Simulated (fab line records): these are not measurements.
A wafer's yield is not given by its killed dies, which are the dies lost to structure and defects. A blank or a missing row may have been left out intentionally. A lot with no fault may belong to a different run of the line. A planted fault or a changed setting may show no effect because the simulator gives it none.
Which of the tools did it? / flow gf180mcu / 13 lots with 39 wafers sampled at 4 steps, on a route of 602 steps

== WHAT THE GAUGES SHOWED, per wafer ==
GF_CONTACT_BOW_MEAS_05.
lot=L501; measured=day 15 07:24; on=film-metro-01; CONTACT_BOW (um)=70 63 66
lot=L502; measured=day 15 10:59; on=film-metro-02; CONTACT_BOW (um)=85 62 76
lot=L503; measured=day 15 16:14; on=film-metro-03; CONTACT_BOW (um)=60 66 58
lot=L507; measured=day 17 07:45; on=film-metro-02; CONTACT_BOW (um)=77 78 67
lot=L509; measured=day 18 09:53; on=film-metro-02; CONTACT_BOW (um)=65 66 73
lot=L510; measured=day 18 14:19; on=film-metro-01; CONTACT_BOW (um)=68 66 66
lot=L511; measured=day 19 01:40; on=film-metro-02; CONTACT_BOW (um)=75 61 67
lot=L513; measured=day 19 23:02; on=film-metro-03; CONTACT_BOW (um)=56 56 67
lot=L514; measured=day 20 14:32; on=film-metro-02; CONTACT_BOW (um)=60 54 65
lot=L521; measured=day 22 11:49; on=film-metro-03; CONTACT_BOW (um)=67 54 65
lot=L522; measured=day 22 13:44; on=film-metro-02; CONTACT_BOW (um)=64 70 69
lot=L523; measured=day 23 02:03; on=film-metro-03; CONTACT_BOW (um)=68 49 59
lot=L524; measured=day 23 14:46; on=film-metro-01; CONTACT_BOW (um)=74 80 78

GF_M1_RS_MEAS_05: measures by four-point-probe.
lot=L501; measured=day 16 06:50; on=film-metro-04; M1_ALCU_RS (ohm/sq)=0.0695 0.0703 0.0691
lot=L502; measured=day 16 10:46; on=film-metro-04; M1_ALCU_RS (ohm/sq)=0.0697 0.0682 0.0699
lot=L503; measured=day 16 16:10; on=film-metro-02; M1_ALCU_RS (ohm/sq)=0.0717 0.0699 0.0712
lot=L507; measured=day 18 08:43; on=film-metro-03; M1_ALCU_RS (ohm/sq)=0.0683 0.0684 0.0701
lot=L509; measured=day 19 11:56; on=film-metro-04; M1_ALCU_RS (ohm/sq)=0.0687 0.0697 0.0691
lot=L510; measured=day 19 16:20; on=film-metro-04; M1_ALCU_RS (ohm/sq)=0.0698 0.0701 0.0706
lot=L511; measured=day 20 03:44; on=film-metro-03; M1_ALCU_RS (ohm/sq)=0.0679 0.0692 0.0689
lot=L521; measured=day 23 11:44; on=film-metro-04; M1_ALCU_RS (ohm/sq)=0.0696 0.0693 0.0693
lot=L522; measured=day 23 14:11; on=film-metro-02; M1_ALCU_RS (ohm/sq)=0.0695 0.0696 0.0687
lot=L523; measured=day 24 02:16; on=film-metro-03; M1_ALCU_RS (ohm/sq)=0.0713 0.0698 0.0699
lot=L524; measured=day 24 14:11; on=film-metro-04; M1_ALCU_RS (ohm/sq)=0.0701 0.0700 0.0702

== WHICH TOOL RAN EACH LOT (tool, then ch and the chambers of the sampled wafers, then the start) ==
lot=L501; GF_CONTACT_STRIP_18=plasma-asher-04 ch 0,1, day 16 05:36; GF_M1_SPUTTER_02=pvd-sputter-02, day 16 06:41
lot=L502; GF_CONTACT_STRIP_18=plasma-asher-01 ch 0,1, day 16 09:34; GF_M1_SPUTTER_02=pvd-sputter-04, day 16 10:41
lot=L503; GF_CONTACT_STRIP_18=plasma-asher-04 ch 0,1, day 16 14:58; GF_M1_SPUTTER_02=pvd-sputter-01, day 16 16:05
lot=L507; GF_CONTACT_STRIP_18=plasma-asher-01 ch 0,1, day 18 07:30; GF_M1_SPUTTER_02=pvd-sputter-02, day 18 08:35
lot=L509; GF_CONTACT_STRIP_18=plasma-asher-01 ch 0,1, day 19 10:37; GF_M1_SPUTTER_02=pvd-sputter-02, day 19 11:50
lot=L510; GF_CONTACT_STRIP_18=plasma-asher-01 ch 0,1, day 19 15:07; GF_M1_SPUTTER_02=pvd-sputter-01, day 19 16:14
lot=L511; GF_CONTACT_STRIP_18=plasma-asher-02 ch 0,1, day 20 02:31; GF_M1_SPUTTER_02=pvd-sputter-02, day 20 03:38
lot=L513; GF_CONTACT_STRIP_18=plasma-asher-04 ch 0,1, day 20 23:33; GF_M1_SPUTTER_02=-
lot=L514; GF_CONTACT_STRIP_18=plasma-asher-01 ch 0,1, day 21 14:35; GF_M1_SPUTTER_02=-
lot=L521; GF_CONTACT_STRIP_18=plasma-asher-01 ch 0,1, day 23 10:31; GF_M1_SPUTTER_02=pvd-sputter-04, day 23 11:38
lot=L522; GF_CONTACT_STRIP_18=plasma-asher-01 ch 0,1, day 23 12:58; GF_M1_SPUTTER_02=pvd-sputter-02, day 23 14:05
lot=L523; GF_CONTACT_STRIP_18=plasma-asher-02 ch 0,1, day 24 01:02; GF_M1_SPUTTER_02=pvd-sputter-02, day 24 02:09
lot=L524; GF_CONTACT_STRIP_18=plasma-asher-04 ch 0,1, day 24 12:58; GF_M1_SPUTTER_02=pvd-sputter-04, day 24 14:06
- GF_CONTACT_STRIP_18: strips in O2/N2.
- GF_M1_SPUTTER_02: material AlCu, target thk 450 nm, time 23.9 s.

== AS READ BY THE TOOLS THEMSELVES (means over the sampled wafers that have a number; for cases with no such wafer, the mark the record gives instead) ==
GF_CONTACT_STRIP_18.
lot=L501; tool=plasma-asher-04; chamber-pressure-mTorr (mTorr)=1500.1; drypump-motor-current-A (A)=5.4; heater-power-w (W)=325; oes-product-au (a.u.)=0.579
lot=L502; tool=plasma-asher-01; chamber-pressure-mTorr (mTorr)=1500.5; drypump-motor-current-A (A)=5.8; heater-power-w (W)=347; oes-product-au (a.u.)=0.579
lot=L503; tool=plasma-asher-04; chamber-pressure-mTorr (mTorr)=1500.0; drypump-motor-current-A (A)=5.7; heater-power-w (W)=312; oes-product-au (a.u.)=0.576
lot=L507; tool=plasma-asher-01; chamber-pressure-mTorr (mTorr)=1499.3; drypump-motor-current-A (A)=5.9; heater-power-w (W)=348; oes-product-au (a.u.)=0.581
lot=L509; tool=plasma-asher-01; chamber-pressure-mTorr (mTorr)=1500.1; drypump-motor-current-A (A)=5.9; heater-power-w (W)=351; oes-product-au (a.u.)=0.578
lot=L510; tool=plasma-asher-01; chamber-pressure-mTorr (mTorr)=1501.4; drypump-motor-current-A (A)=5.8; heater-power-w (W)=346; oes-product-au (a.u.)=0.581
lot=L511; tool=plasma-asher-02; chamber-pressure-mTorr (mTorr)=1500.4; drypump-motor-current-A (A)=5.5; heater-power-w (W)=348; oes-product-au (a.u.)=0.583
lot=L513; tool=plasma-asher-04; chamber-pressure-mTorr (mTorr)=-; drypump-motor-current-A (A)=-; heater-power-w (W)=-; oes-product-au (a.u.)=-
lot=L514; tool=plasma-asher-01; chamber-pressure-mTorr (mTorr)=-; drypump-motor-current-A (A)=-; heater-power-w (W)=-; oes-product-au (a.u.)=-
lot=L521; tool=plasma-asher-01; chamber-pressure-mTorr (mTorr)=1498.6; drypump-motor-current-A (A)=5.9; heater-power-w (W)=350; oes-product-au (a.u.)=0.583
lot=L522; tool=plasma-asher-01; chamber-pressure-mTorr (mTorr)=1499.7; drypump-motor-current-A (A)=5.7; heater-power-w (W)=346; oes-product-au (a.u.)=0.580
lot=L523; tool=plasma-asher-02; chamber-pressure-mTorr (mTorr)=1498.8; drypump-motor-current-A (A)=5.5; heater-power-w (W)=355; oes-product-au (a.u.)=0.583
lot=L524; tool=plasma-asher-04; chamber-pressure-mTorr (mTorr)=1500.2; drypump-motor-current-A (A)=5.7; heater-power-w (W)=312; oes-product-au (a.u.)=0.580

GF_M1_SPUTTER_02.
lot=L501; tool=pvd-sputter-02; cathode-dc-power-W (W)=10601; throttle-valve-pct (%)=30.8
lot=L502; tool=pvd-sputter-04; cathode-dc-power-W (W)=10601; throttle-valve-pct (%)=31.6
lot=L503; tool=pvd-sputter-01; cathode-dc-power-W (W)=10601; throttle-valve-pct (%)=29.7
lot=L507; tool=pvd-sputter-02; cathode-dc-power-W (W)=10602; throttle-valve-pct (%)=30.7
lot=L509; tool=pvd-sputter-02; cathode-dc-power-W (W)=10598; throttle-valve-pct (%)=30.8
lot=L510; tool=pvd-sputter-01; cathode-dc-power-W (W)=10602; throttle-valve-pct (%)=29.3
lot=L511; tool=pvd-sputter-02; cathode-dc-power-W (W)=10599; throttle-valve-pct (%)=30.8
lot=L521; tool=pvd-sputter-04; cathode-dc-power-W (W)=10600; throttle-valve-pct (%)=31.0
lot=L522; tool=pvd-sputter-02; cathode-dc-power-W (W)=10598; throttle-valve-pct (%)=30.7
lot=L523; tool=pvd-sputter-02; cathode-dc-power-W (W)=10601; throttle-valve-pct (%)=30.5
lot=L524; tool=pvd-sputter-04; cathode-dc-power-W (W)=10598; throttle-valve-pct (%)=31.2

== THE ANSWER, worked out from the rows above alone ==
Rule: usual is defined by the lots themselves. Put in order of their means at a reading, lots are off if they are a third of the lots or fewer, leave a main group of 4 or more, and stand apart from it by a gap of 3 or more times the standard deviation of the main group's means; of several such gaps the widest counts. A main group whose means are all the same, to the digits that the tables above print for the reading, isn't used. A lot without any number at a reading at which 4 lots or more have one is off too. Where the step has rows for the other lots, those lots are counted as sound. Order of review: gauges by route order, followed by the tools' own readings, for which a lot's mean as printed above is used. The first step at which some lot is off is used, and at that step the reading that is off furthest; a lot without a number counts as furthest.
Off: L513, L514 (GF_CONTACT_STRIP_18, chamber-pressure-mTorr). Without a number there: L513, L514. For the main group the mean is 1499.9 mTorr and the standard deviation 0.76.
A tool fits if, at that step or a process step before it, it ran every lot that is off, and no sound lot after the first of them. No candidate that was tried fits.

== WHAT WAS PUT IN BY THE SIMULATOR ==
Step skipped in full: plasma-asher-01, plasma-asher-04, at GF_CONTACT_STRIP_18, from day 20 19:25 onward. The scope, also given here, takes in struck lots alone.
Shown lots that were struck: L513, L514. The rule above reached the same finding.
